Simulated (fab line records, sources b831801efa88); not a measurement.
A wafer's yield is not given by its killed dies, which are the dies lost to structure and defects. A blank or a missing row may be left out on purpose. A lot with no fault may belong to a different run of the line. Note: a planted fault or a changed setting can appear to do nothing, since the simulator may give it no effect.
Code-filled problem report in 8D (eight disciplines) form | flow gf180mcu | the parts of the form that need people (team, actions taken, sign-off) are left out

1. WHAT WENT WRONG
Across 4 wafers from 3 lots, PASSIVATION_CVD_00_THK at GF_PASSIVATION_THK_MEAS_01 averages 1145 nm, while fault-free wafers read 1005 nm with a standard deviation of 13. Relative to the usual mean, that is a shift of +11 standard deviations.
The first sign was on wafer L597.6 at day 32 03:55, on film_metro-03. The record holds 37 wafers of 13 lots with a number at this step. The rule behind "out" and "out of limits": a value lying over 4 standard deviations away from the usual mean. The rest of the wafers with a number are treated as sound.

2. WHAT IT IS; WHAT IT IS NOT
question                    | is                             | is not
which readings at this step | PASSIVATION_CVD_00_THK         | -
which lots                  | L597, L599, L600               | L584, L585, L586, L587, L588, L589, L590, L591, L601, L604
which wafers of those lots  | L597.6, L599.5, L599.6, L600.6 | L597.1, L597.2, L600.4
read on which gauges        | film_metro-03                  | film_metro-02, film_metro-04
when                        | from day 32 03:55              | up to then (26 sound wafers); but 7 sound wafers of L600, L601, L604 came after

3. THE SUSPECTS, EACH WITH WHAT RULES IT OUT
Counting: if a tool at a process step up to the reading ran every lot that is out, it stays a suspect. Sound lots after the first of them don't rule it out here, since some wafers of a struck lot are sound.
- the gauge at GF_PASSIVATION_THK_MEAS_01 has been ruled out. All the wafers that are out were read on film_metro-03, but those of them that GF_PASSIVATION_CVD_00 has rows for are out there too, on other tools.
- pecvd-03 at GF_PASSIVATION_CVD_00 (deposits SiO2 from TEOS, target thk 1000 nm, time 111.95 s): kept. It processed each lot that is out (first: L597, day 32 03:50); up to then, its last sound lot is L590 (day 29 23:04). Out on those wafers are its own readings of run_length_s.
Remaining after the count: pecvd-03 at GF_PASSIVATION_CVD_00.

4. THE CAUSE (what the simulator had put in)
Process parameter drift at GF_PASSIVATION_CVD_00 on pecvd-03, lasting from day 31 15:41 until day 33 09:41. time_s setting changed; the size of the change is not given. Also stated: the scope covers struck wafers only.
This tool alone remained once counting was done.

5. THE EFFECT CHAIN, in route order
Each row: a reading where the mean over the struck wafers with a number is more than 3 standard deviations away from the usual. Only readings for which the record gives a usual standard deviation are gone through. hours: the time from each lot's start at the first step in this table that gives one to its start at this step, as a median over the lots. sigmas: the change in usual standard deviations.
hours | step                       | reading                | usual   | on struck wafers | change | sigmas
0     | GF_PASSIVATION_CVD_00      | run_length_s           | 140.0 s | 155.1            | +15.1  | +34
0     | GF_PASSIVATION_THK_MEAS_01 | PASSIVATION_CVD_00_THK | 1005 nm | 1145             | +140   | +11
Here are the process steps it includes:
- GF_PASSIVATION_CVD_00: deposits SiO2 from TEOS, target thk 1000 nm, time 111.95 s.

6. WHAT WOULD HAVE CAUGHT IT SOONER
In this record the first reading out of limits at a measuring or inspecting step was taken at day 32 03:55, 12 hours after the fault began at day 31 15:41.
At GF_PASSIVATION_CVD_00, the tool's own readings (run_length_s) were out on each struck wafer the step has a row for, so an alarm limit on them would have fired on the first such wafer.
Lots out: 3; of these, L599, L600 started GF_PASSIVATION_CVD_00 on pecvd-03 after day 32 03:55. A hold on the tool at that time would have spared those 2.
